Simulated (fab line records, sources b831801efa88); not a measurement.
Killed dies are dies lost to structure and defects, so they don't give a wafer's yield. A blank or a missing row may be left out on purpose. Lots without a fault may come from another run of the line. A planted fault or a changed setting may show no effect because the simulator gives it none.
Which tool did it? | flow sky130 | 11 lots, 33 wafers sampled, at 1 step of a route of 708

WHAT THE GAUGES READ, wafer by wafer
SKY_LDD_P_OVL_MEAS_08.
lot  | measured     | on         | LDD_P_OVL (nm)
L075 | day 19 04:11 | overlay-02 | -1.8 -4.8 -2.2
L077 | day 20 02:38 | overlay-02 | -0.7 -2.0 -1.6
L079 | day 20 23:10 | overlay-02 | -2.3 -0.5 -1.7
L081 | day 21 17:47 | overlay-01 | -2.4 0.2 -0.1
L083 | day 22 15:55 | overlay-02 | -3.5 -1.7 -1.6
L085 | day 23 01:46 | overlay-02 | -0.3 -2.7 -0.4
L087 | day 24 01:25 | overlay-01 | -1.1 0.1 -1.1
L089 | day 24 19:32 | overlay-02 | -1.4 -2.4 -2.9
L092 | day 25 10:34 | overlay-01 | -2.0 -2.2 -1.7
L093 | day 26 14:21 | overlay-01 | -1.7 -0.6 0.3
L096 | day 26 22:42 | overlay-02 | -0.8 -3.1 -1.3

WHICH TOOL RAN EACH LOT (tool, then ch and the chambers of the sampled wafers, then the start)
The record holds no process step before these readings.

THE ANSWER, worked out from the rows above alone
Rule: what is usual is taken from the lots themselves. Put in order of their means at a reading, lots are off if they are a third of the lots or fewer, leave a main group of 4 or more, and stand apart from it by a gap of 3 or more times the standard deviation of the main group's means; of several such gaps the widest counts. A main group whose means are all the same, to the digits that the tables above print for the reading, isn't used. A lot without any number at a reading at which 4 lots or more have one is off too. The other lots that the step has rows for count as sound.
No lot is off at any reading shown: from this, nothing can be told.

WHAT THE SIMULATOR HAD PUT IN
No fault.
